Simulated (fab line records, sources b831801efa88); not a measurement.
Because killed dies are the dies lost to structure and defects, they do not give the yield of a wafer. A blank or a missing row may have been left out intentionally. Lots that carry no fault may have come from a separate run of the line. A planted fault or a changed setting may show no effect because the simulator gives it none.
Chamber matching -- flow gf180mcu -- GF_V5_ETCH_16 on rie_diel-03: 4 sister chambers
The step etches BARC in N2/H2. 14 wafers are shown with their chamber, then 7 later ones without.

## WAFERS, EACH WITH ITS CHAMBER
wafer,chamber,drypump_motor_current_A (A),throttle_valve_pct (%),oes_product_au (a.u.)
L463.1,1,6.5,13.225,0.853
L463.2,0,6.1,13.228,0.856
L463.4,2,5.0,13.223,0.853
L465.1,0,6.0,13.233,0.856
L465.3,2,5.0,13.241,0.857
L465.4,3,6.2,13.225,0.854
L468.2,2,5.0,13.232,0.850
L468.5,0,6.1,13.228,0.855
L468.6,1,6.5,13.214,0.851
L469.2,0,6.1,13.212,0.851
L469.4,2,5.0,13.229,0.856
L469.5,2,5.0,13.226,0.857
L470.2,0,6.1,13.229,0.860
L470.4,1,6.5,13.233,0.858

SIGNATURES, as means of the wafers listed above
reading,chamber 0,chamber 1,chamber 2,chamber 3,scatter within a chamber
drypump_motor_current_A,6.080,6.500,5.000,6.200,0.0283
throttle_valve_pct,13.22600,13.22400,13.23020,13.22500,0.00797
oes_product_au,0.85560,0.85400,0.85460,0.85400,0.00323
Rule: for a wafer and a chamber, the distance is found by dividing, reading by reading, the gap between the wafer's reading and the chamber's mean by the reading's scatter, squaring, summing and taking the root. If the next closest chamber is less than 2 further off than the closest, the wafer can't be placed; otherwise it belongs to the closest. How the scatter is found: for the shown wafers, subtract from each reading the mean of its chamber, square and add these, divide the total by (wafers less chambers), then take the root.

## WAFERS WHOSE CHAMBER IS MISSING
wafer,drypump_motor_current_A (A),throttle_valve_pct (%),oes_product_au (a.u.)
L470.5,5.0,13.225,0.856
L475.1,6.0,13.227,0.855
L475.2,6.5,13.227,0.853
L475.5,6.5,13.226,0.858
L483.3,6.1,13.210,0.856
L483.5,6.2,13.227,0.852
L483.6,6.1,13.229,0.847

## WHICH CHAMBER EACH WENT THROUGH
wafer,from the rows above,in truth
L470.5,2,2
L475.1,0,0
L475.2,1,1
L475.5,1,1
L483.3,can't be placed: 0 or 3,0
L483.5,3,3
L483.6,can't be placed: 0 or 3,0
Correctly placed: 5 of 7. Cannot be placed on the basis of these rows: 2; the candidates contain the true chamber in 2. Placed wrongly: 0.
